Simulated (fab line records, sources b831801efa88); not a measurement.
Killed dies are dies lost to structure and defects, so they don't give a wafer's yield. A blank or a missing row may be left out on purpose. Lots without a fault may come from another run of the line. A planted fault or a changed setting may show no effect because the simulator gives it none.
Chamber matching | flow sky130 | SKY_METAL4_ETCH_17 on rie_diel-02: 4 sister chambers
The step etches SiO2 in C4F8/O2/Ar, stops on TiN, time 3.9 s, target depth 15 nm. 4 wafers are shown with their chamber, then 7 later ones without.

WAFERS WITH THEIR CHAMBER
wafer  | chamber | oes_product_au (a.u.)
L077.5 | 2       | 0.763
L078.1 | 0       | 0.747
L085.1 | 1       | 0.756
L085.2 | 3       | 0.761

WAFERS WITHOUT THEIR CHAMBER
wafer  | oes_product_au (a.u.)
L085.3 | 0.754
L085.4 | 0.759
L085.5 | 0.762
L085.6 | 0.770
L096.2 | 0.760
L096.4 | 0.767
L096.6 | 0.766

WHICH CHAMBER EACH WENT THROUGH
wafer  | from the rows above          | in truth
L085.3 | can't be placed: 1 or 0 or 3 | 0
L085.4 | can't be placed: 3 or 1 or 2 | 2
L085.5 | can't be placed: 2 or 3 or 1 | 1
L085.6 | can't be placed: 2 or 3      | 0
L096.2 | can't be placed: 3 or 2 or 1 | 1
L096.4 | can't be placed: 2 or 3      | 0
L096.6 | can't be placed: 2 or 3      | 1
Placed correctly: 0 of 7. Can't be placed from these rows: 7 (the true chamber is among the candidates in 4). Placed wrongly: 0.
How it was worked out, from the rows above alone: a wafer's distance from a chamber is the root of the sum, over the readings, of the square of ((its reading less the chamber's mean) divided by the reading's scatter). The wafer belongs to the nearest chamber; if the next one is less than 2 further off, it can't be placed. A chamber's mean is the mean of its shown wafers. The scatter: with one shown wafer a chamber, the root of the mean of the squares of how far each hidden wafer lies from its nearest shown one.
